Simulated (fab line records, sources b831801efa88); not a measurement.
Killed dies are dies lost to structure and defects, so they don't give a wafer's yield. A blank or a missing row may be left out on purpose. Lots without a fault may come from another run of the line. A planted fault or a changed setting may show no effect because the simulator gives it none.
Chamber matching | flow gf180mcu | GF_V2_CMP_26 on cmp-01: 4 sister chambers
The step polishes, stops on SiO2, t overpolish 15 s, target thk 0 nm. 8 wafers are shown with their chamber, then 11 later ones without.

WAFERS WITH THEIR CHAMBER
wafer  | chamber | motor_current_A (A) | time_to_endpoint_s (s)
L083.6 | 0       | 9.8                 | 85
L084.5 | 3       | 12.3                | 86
L086.2 | 2       | 9.8                 | 87
L086.5 | 2       | 10.0                | 90
L087.1 | 1       | 12.7                | 83
L087.3 | 3       | 11.5                | 84
L087.4 | 0       | 9.2                 | 85
L089.2 | 1       | 12.8                | 82

WAFERS WITHOUT THEIR CHAMBER
wafer  | motor_current_A (A) | time_to_endpoint_s (s)
L089.4 | 12.3                | 85
L089.5 | 11.9                | 83
L091.1 | 10.2                | 84
L091.2 | 9.8                 | 87
L091.3 | 12.6                | 87
L092.2 | 12.7                | 89
L092.5 | 12.6                | 94
L092.6 | 9.3                 | 88
L096.2 | 12.6                | 86
L096.3 | 10.5                | 87
L096.5 | 9.7                 | 86

WHICH CHAMBER EACH WENT THROUGH
wafer  | from the rows above          | in truth
L089.4 | can't be placed: 3 or 1      | 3
L089.5 | can't be placed: 3 or 1      | 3
L091.1 | can't be placed: 0 or 2      | 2
L091.2 | can't be placed: 2 or 0      | 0
L091.3 | can't be placed: 3 or 1      | 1
L092.2 | can't be placed: 3 or 1      | 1
L092.5 | can't be placed: 3 or 2 or 1 | 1
L092.6 | can't be placed: 2 or 0      | 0
L096.2 | can't be placed: 3 or 1      | 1
L096.3 | can't be placed: 2 or 0      | 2
L096.5 | can't be placed: 0 or 2      | 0
Placed correctly: 0 of 11. Can't be placed from these rows: 11 (the true chamber is among the candidates in 11). Placed wrongly: 0.
How it was worked out, from the rows above alone: a wafer's distance from a chamber is the root of the sum, over the readings, of the square of ((its reading less the chamber's mean) divided by the reading's scatter). The wafer belongs to the nearest chamber; if the next one is less than 2 further off, it can't be placed. A chamber's mean is the mean of its shown wafers. The scatter: the root of (the sum of the squares of (reading less its chamber's mean) over the shown wafers, divided by (wafers less chambers)).
